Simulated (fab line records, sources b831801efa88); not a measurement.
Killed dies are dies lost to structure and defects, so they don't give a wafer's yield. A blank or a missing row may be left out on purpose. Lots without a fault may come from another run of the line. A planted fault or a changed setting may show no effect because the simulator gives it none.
Which tool did it? | flow sfq_line | 7 lots, 21 wafers sampled, at 1 step of a route of 325

WHAT THE GAUGES READ, wafer by wafer
SFQ_I0_OVL_MEAS_908.
lot  | measured     | on         | I0_OVL (nm)
L126 | day 9 14:54  | overlay-01 | -11 -7 1
L131 | day 11 07:49 | overlay-02 | -14 -12 -11
L133 | day 11 16:13 | overlay-01 | -10 -1 -4
L137 | day 12 15:01 | overlay-02 | 5 -2 -3
L144 | day 14 06:07 | overlay-02 | -10 -10 -10
L146 | day 14 20:19 | overlay-01 | -8 -13 -14
L148 | day 15 07:07 | overlay-02 | -3 -4 -12

WHICH TOOL RAN EACH LOT (tool, then ch and the chambers of the sampled wafers, then the start)
The record holds no process step before these readings.

THE ANSWER, worked out from the rows above alone
Rule: what is usual is taken from the lots themselves. Put in order of their means at a reading, lots are off if they are a third of the lots or fewer, leave a main group of 4 or more, and stand apart from it by a gap of 3 or more times the standard deviation of the main group's means; of several such gaps the widest counts. A main group whose means are all the same, to the digits that the tables above print for the reading, isn't used. A lot without any number at a reading at which 4 lots or more have one is off too. The other lots that the step has rows for count as sound.
No lot is off at any reading shown: from this, nothing can be told.

WHAT THE SIMULATOR HAD PUT IN
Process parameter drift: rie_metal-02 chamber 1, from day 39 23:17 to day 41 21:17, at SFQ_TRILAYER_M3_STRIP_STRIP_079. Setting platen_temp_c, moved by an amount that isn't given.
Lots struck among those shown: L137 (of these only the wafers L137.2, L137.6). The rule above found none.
